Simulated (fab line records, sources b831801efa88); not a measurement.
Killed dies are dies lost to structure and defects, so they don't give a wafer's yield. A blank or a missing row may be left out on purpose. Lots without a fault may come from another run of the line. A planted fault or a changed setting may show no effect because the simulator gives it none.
Which tool did it? | flow gf180mcu | 12 lots, 36 wafers sampled, at 6 steps of a route of 602

WHAT THE GAUGES READ, wafer by wafer
GF_VT_IMPLANT_OVL_MEAS_07. Usual: VT_IMPLANT_OVL 0.2 nm, standard deviation 1.2.
lot  | measured     | on         | VT_IMPLANT_OVL (nm) | flag
L912 | day 5 14:29  | overlay-02 | -1.6 -2.0 -2.1      |
L913 | day 5 20:35  | overlay-01 | -0.7 -0.5 0.3       |
L916 | day 6 17:32  | overlay-01 | 0.1 0.8 0.1         |
L917 | day 6 20:29  | overlay-02 | 0.7 -0.2 -0.2       |
L920 | day 7 19:56  | overlay-01 | 1.1 1.8 3.7         |
L921 | day 8 01:54  | overlay-01 | -2.2 -0.8 -0.3      |
L922 | day 8 07:50  | overlay-01 | -0.7 -1.4 -0.3      |
L923 | day 8 13:15  | overlay-01 | -1.9 -0.4 -1.0      |
L926 | day 9 04:32  | overlay-01 | 0.2 -1.7 -1.9       |
L927 | day 9 11:11  | overlay-02 | 1.3 0.7 -0.1        |
L931 | day 10 13:20 | overlay-02 | 0.4 0.6 -0.9        |
L933 | day 11 01:00 | overlay-02 | -2.8 -0.8 -2.5      |

GF_HV_LDD_THK_MEAS_57. Usual: HV_LDD_CVD_56_THK 89.7 nm, standard deviation 0.91.
lot  | measured     | on            | HV_LDD_CVD_56_THK (nm) | flag
L912 | day 12 09:29 | film_metro-04 | 89.7 90.4 90.9         |
L913 | day 12 18:35 | film_metro-04 | 90.4 90.8 90.4         |
L916 | day 13 20:12 | film_metro-01 | 90.2 89.7 90.3         |
L917 | day 14 02:05 | film_metro-02 | 89.3 90.2 89.2         |
L920 | day 15 06:44 | film_metro-02 | 88.7 88.4 88.5         |
L921 | day 15 15:40 | film_metro-04 | 88.6 88.7 89.2         |
L922 | day 16 00:59 | film_metro-04 | 88.8 88.9 89.4         |
L923 | day 16 08:13 | film_metro-04 | 88.6 89.2 88.3         |
L926 | day 17 06:23 | film_metro-01 | 89.9 90.0 90.1         |
L927 | day 17 12:31 | film_metro-02 | 89.2 90.0 89.4         |
L931 | day 18 23:13 | film_metro-02 | 90.0 90.1 89.3         |
L933 | day 19 13:46 | film_metro-04 | 96.4 96.2 96.6         | OFF

GF_SALICIDE_RS_MEAS_04: measures by four-point-probe. Usual: SALICIDE_TIN_RS 16.22 ohm/sq, standard deviation 0.3.
lot  | measured     | on            | SALICIDE_TIN_RS (ohm/sq) | flag
L912 | day 15 00:46 | film_metro-03 | 16.12 16.40 16.36        |
L913 | day 15 09:56 | film_metro-03 | 15.89 16.76 16.14        |
L916 | day 16 14:43 | film_metro-02 | 16.29 15.76 16.46        |
L917 | day 16 20:27 | film_metro-03 | 15.97 16.22 16.51        |
L920 | day 18 02:59 | film_metro-04 | 16.09 16.08 16.74        |
L921 | day 18 13:30 | film_metro-03 | 16.49 16.50 15.81        |
L922 | day 18 23:54 | film_metro-04 | 16.59 16.21 16.54        |
L923 | day 19 07:22 | film_metro-04 | 16.48 16.21 16.25        |
L926 | day 20 07:22 | film_metro-02 | 16.39 15.89 16.08        |
L927 | day 20 12:51 | film_metro-03 | 16.57 16.00 16.10        |
L931 | day 22 00:16 | film_metro-03 | 15.90 16.06 15.76        |
L933 | day 22 15:00 | film_metro-02 | 16.43 15.79 16.37        |

GF_CONTACT_THK_MEAS_01. Usual: CONTACT_CVD_00_THK 300.8 nm, standard deviation 2.6.
lot  | measured     | on            | CONTACT_CVD_00_THK (nm) | flag
L912 | day 15 01:16 | film_metro-01 | 300.9 303.0 298.2       |
L913 | day 15 10:26 | film_metro-04 | 301.0 303.7 301.3       |
L916 | day 16 15:20 | film_metro-02 | 300.1 304.8 297.0       |
L917 | day 16 21:03 | film_metro-02 | 300.2 298.3 302.5       |
L920 | day 18 03:29 | film_metro-04 | 303.0 299.6 300.5       |
L921 | day 18 14:00 | film_metro-04 | 298.9 298.4 297.5       |
L922 | day 19 00:25 | film_metro-02 | 298.7 302.1 301.6       |
L923 | day 19 07:52 | film_metro-01 | 301.7 302.2 299.7       |
L926 | day 20 07:52 | film_metro-02 | 303.2 301.9 303.0       |
L927 | day 20 13:22 | film_metro-01 | 301.9 301.5 300.8       |
L931 | day 22 00:47 | film_metro-02 | 302.5 302.2 307.6       |
L933 | day 22 15:31 | film_metro-02 | 299.1 300.0 297.8       |

WHICH TOOL RAN EACH LOT (tool, then ch and the chambers of the sampled wafers, then the start)
lot  | GF_HV_LDD_CVD_56            | GF_HV_LDD_ETCHBACK_58
L912 | lpcvd-01 ch 1, day 12 08:04 | rie_diel-03 ch 1,2,3, day 12 09:33
L913 | lpcvd-01 ch 0, day 12 17:10 | rie_diel-04 ch 0,1, day 12 18:39
L916 | lpcvd-01 ch 1, day 13 18:47 | rie_diel-03 ch 0,1,2, day 13 20:16
L917 | lpcvd-02 ch 0, day 14 00:40 | rie_diel-02 ch 1,2,3, day 14 02:09
L920 | lpcvd-02 ch 0, day 15 05:17 | rie_diel-04 ch 2,3, day 15 06:47
L921 | lpcvd-01 ch 0, day 15 14:14 | rie_diel-03 ch 1,2, day 15 15:43
L922 | lpcvd-01 ch 1, day 15 23:32 | rie_diel-02 ch 1,2,3, day 16 01:02
L923 | lpcvd-01 ch 0, day 16 06:04 | rie_diel-04 ch 0,1,2, day 16 08:16
L926 | lpcvd-01 ch 1, day 17 04:14 | rie_diel-03 ch 0,1,2, day 17 06:26
L927 | lpcvd-02 ch 0, day 17 10:23 | rie_diel-02 ch 0,2,3, day 17 12:35
L931 | lpcvd-02 ch 0, day 18 21:47 | rie_diel-03 ch 1,2, day 18 23:16
L933 | lpcvd-01 ch 1, day 19 12:19 | rie_diel-02 ch 1,2, day 19 13:49
- GF_HV_LDD_CVD_56: deposits Si3N4 from DCS/NH3, target thk 90 nm, time 1543 s.
- GF_HV_LDD_ETCHBACK_58: etches Si3N4 in CH3F/O2, stops on SiO2, time 100 s, target depth 90 nm.

WHAT THE TOOLS THEMSELVES READ (means of the sampled wafers that have a number; where no wafer has one, the mark that the record gives instead)
GF_HV_LDD_CVD_56. Usual: spike_tc_centre_C 770.7 C, standard deviation 1.4; spike_tc_upper_C 770.2 C, standard deviation 1.1; susceptor_temp_C 770.1 C, standard deviation 0.32.
lot  | tool     | spike_tc_centre_C (C) | spike_tc_upper_C (C) | susceptor_temp_C (C) | flag
L912 | lpcvd-01 | 773.1                 | 771.5                | 770.1                |
L913 | lpcvd-01 | 769.2                 | 770.6                | 770.2                |
L916 | lpcvd-01 | 771.3                 | 770.6                | 770.2                |
L917 | lpcvd-02 | 770.9                 | 769.9                | 770.1                |
L920 | lpcvd-02 | 771.3                 | 769.8                | 770.1                |
L921 | lpcvd-01 | 769.9                 | 770.5                | 769.7                |
L922 | lpcvd-01 | 771.1                 | 770.6                | 770.3                |
L923 | lpcvd-01 | 769.0                 | 770.7                | 770.0                |
L926 | lpcvd-01 | 772.6                 | 771.4                | 770.5                |
L927 | lpcvd-02 | 771.8                 | 769.9                | 770.5                |
L931 | lpcvd-02 | 768.9                 | 770.6                | 770.0                |
L933 | lpcvd-01 | 775.9                 | 773.7                | 773.5                | OFF

GF_HV_LDD_ETCHBACK_58. Usual: drypump_motor_current_A 6.0 A, standard deviation 0.36; oes_product_au 0.841 a.u., standard deviation 0.0067; throttle_valve_pct 10.561 %, standard deviation 0.0085.
lot  | tool        | drypump_motor_current_A (A) | oes_product_au (a.u.) | throttle_valve_pct (%) | flag
L912 | rie_diel-03 | 5.9                         | 0.848                 | 10.558                 |
L913 | rie_diel-04 | 6.2                         | 0.845                 | 10.565                 |
L916 | rie_diel-03 | 5.9                         | 0.845                 | 10.559                 |
L917 | rie_diel-02 | 6.2                         | 0.843                 | 10.563                 |
L920 | rie_diel-04 | 5.8                         | 0.836                 | 10.561                 |
L921 | rie_diel-03 | 5.7                         | 0.834                 | 10.570                 |
L922 | rie_diel-02 | 6.2                         | 0.836                 | 10.562                 |
L923 | rie_diel-04 | 5.9                         | 0.833                 | 10.562                 |
L926 | rie_diel-03 | 5.9                         | 0.842                 | 10.563                 |
L927 | rie_diel-02 | 6.2                         | 0.841                 | 10.559                 |
L931 | rie_diel-03 | 5.7                         | 0.841                 | 10.563                 |
L933 | rie_diel-02 | 6.1                         | 0.872                 | 10.561                 | OFF

THE ANSWER, worked out from the rows above alone
Rule: a lot is off if the mean of its wafers that have a number lies more than 3 standard deviations from the usual mean. A lot without any number at a reading at which 4 lots or more have one is off too. The other lots that the step has rows for count as sound. The gauges are gone through in route order, then the tools' own readings, and for those a lot's mean is taken as printed above. The first step at which some lot is off is used, and at that step the reading that is off furthest; a lot without a number counts as furthest.
Off: L933, at GF_HV_LDD_THK_MEAS_57 (HV_LDD_CVD_56_THK).
A tool fits if, at a process step before that reading, it ran every lot that is off, and no sound lot after the first of them. The gauges at GF_HV_LDD_THK_MEAS_57 aren't tried: what is off there is off at GF_HV_LDD_CVD_56 too, on other tools, and a gauge's error can't cause that. One fits: lpcvd-01 at GF_HV_LDD_CVD_56. Its last sound lot is L926 (day 17 04:14), its first lot that is off L933 (day 19 12:19): a fault that began between those two fits.
The tool's own readings at GF_HV_LDD_CVD_56 bear it out: on the lots that are off they differ by more than 5 times the standard deviation of the sound lots' means. spike_tc_upper_C reads 773.7 C there against 770.6 C on the sound lots; susceptor_temp_C reads 773.5 C there against 770.2 C on the sound lots.

WHAT THE SIMULATOR HAD PUT IN
Process parameter drift: lpcvd-01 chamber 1, from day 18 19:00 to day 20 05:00, at GF_HV_LDD_CVD_56. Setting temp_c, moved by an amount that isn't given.
Lots struck among those shown: L933. The rule above found the same.
